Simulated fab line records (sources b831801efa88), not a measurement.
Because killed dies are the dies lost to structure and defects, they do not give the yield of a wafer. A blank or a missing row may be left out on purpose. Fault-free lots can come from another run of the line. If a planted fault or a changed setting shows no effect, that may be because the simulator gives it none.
Chamber matching -- flow sky130 -- SKY_CONTACT_CMP_04 on cmp-02 has 4 sister chambers
The step polishes SiO2. 4 wafers are shown with their chamber, then 8 later ones without.

EACH WAFER AND ITS CHAMBER
wafer,chamber,motor_current_A (A)
L455.1,1,11.5
L455.2,0,10.5
L455.4,3,15.5
L456.3,2,13.8

WAFERS WHOSE CHAMBER IS MISSING
wafer,motor_current_A (A)
L456.5,14.7
L456.6,13.9
L457.3,10.5
L457.4,13.0
L457.6,15.0
L459.1,10.6
L459.2,13.6
L459.5,10.8

WHICH CHAMBER EACH ONE RAN IN
wafer,from the rows above,in truth
L456.5,can't be placed: 3 or 2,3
L456.6,2,2
L457.3,0,0
L457.4,can't be placed: 2 or 1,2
L457.6,can't be placed: 3 or 2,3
L459.1,can't be placed: 0 or 1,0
L459.2,2,2
L459.5,can't be placed: 0 or 1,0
Correctly placed: 3 of 8. Can't be placed from these rows: 5 (the true chamber is among the candidates in 5). Wrongly placed: 0.
How it was worked out, from the rows above alone: a wafer's distance from a chamber is the root of the sum, over the readings, of the square of ((its reading less the chamber's mean) divided by the reading's scatter). The wafer belongs to the nearest chamber; if the next one is less than 2 further off, it can't be placed. A chamber's mean is the mean of its shown wafers. The scatter: with one shown wafer a chamber, the root of the mean of the squares of how far each hidden wafer lies from its nearest shown one.
